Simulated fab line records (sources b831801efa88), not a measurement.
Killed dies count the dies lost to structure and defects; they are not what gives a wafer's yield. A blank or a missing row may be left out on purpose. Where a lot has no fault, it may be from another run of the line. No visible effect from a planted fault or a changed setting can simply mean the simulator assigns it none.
Problem report in the 8D (eight disciplines) form, filled by code    flow sky130    the parts of the form that need people (team, actions taken, sign-off) are left out

## 1. PROBLEM STATEMENT
Wafers without a fault read 21.00 C, standard deviation 0.097; developerTempC at SKY_POLY_CUT_DEVELOP_07 reads a mean of 21.85 C on 6 wafers belonging to 2 lots. That is +8.7 standard deviations from the usual mean.
The step: develop time 60 s.
Earliest sighting: wafer L750.1 on lithoTrack-01 at day 28 10:00. Wafers with a number at this step in the record: 39, from 13 lots. The rule behind "out" and "out of limits": a value lying over 4 standard deviations away from the usual mean. Any other wafer with a number is counted as sound.

## 2. WHAT THIS IS AND IS NOT
question                     is                      is not
which readings at this step  developerTempC          -
which lots                   L750, L752              L739, L742, L743, L744, L745, L746, L748, L753, L760, L761, L762
which wafers of those lots   all that have a number  -
read on which tools          lithoTrack-01           lithoTrack-02, lithoTrack-03
when                         from day 28 10:00       up to then (21 sound wafers); but 12 sound wafers of L753, L760, L761, L762 came after

## 3. WHAT RULES OUT EACH SUSPECT
Counting: any tool at a process step up to the reading is kept as a suspect provided that every lot that is out went through it and no sound lot did after the first of them.
- lithoTrack-01 at SKY_POLY_CUT_DEVELOP_07 (develop time 60 s): kept. All lots that are out passed through it, beginning with L750 at day 28 10:00, and no sound lot followed; its final sound lot before that point was L748 at day 27 21:00. On those wafers its own readings are out: developerTempC.
Remaining after the count: lithoTrack-01 at SKY_POLY_CUT_DEVELOP_07.

## 4. THE CAUSE (what the simulator had put in)
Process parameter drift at SKY_POLY_CUT_DEVELOP_07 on lithoTrack-01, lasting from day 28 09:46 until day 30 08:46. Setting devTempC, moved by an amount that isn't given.
Counting left only this tool.

## 5. THE CHAIN OF EFFECTS, in route order
Each row: a reading where the mean over the struck wafers with a number is more than 3 standard deviations away from the usual. Readings are gone through only where the record gives a usual standard deviation; hours: the median, over the lots, of the time from a lot's start at the first step in this table giving one to that lot's start at this step; sigmas: the change measured in usual standard deviations.
hours  step                     reading         usual    on struck wafers  change  sigmas
0      SKY_POLY_CUT_DEVELOP_07  developerTempC  21.00 C  21.85             +0.85   +8.7
It contains these process steps:
- SKY_POLY_CUT_DEVELOP_07: develop time 60 s.
At these later measuring or inspecting steps, every struck wafer for which the step has a row has a number for every such reading, and none has moved that far: SKY_POLY_CUT_CD_MEAS_08.

## 6. HOW IT WOULD HAVE BEEN CAUGHT EARLIER
In this record the first reading out of limits was taken at day 28 10:00, 0 hours after the fault began at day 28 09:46.
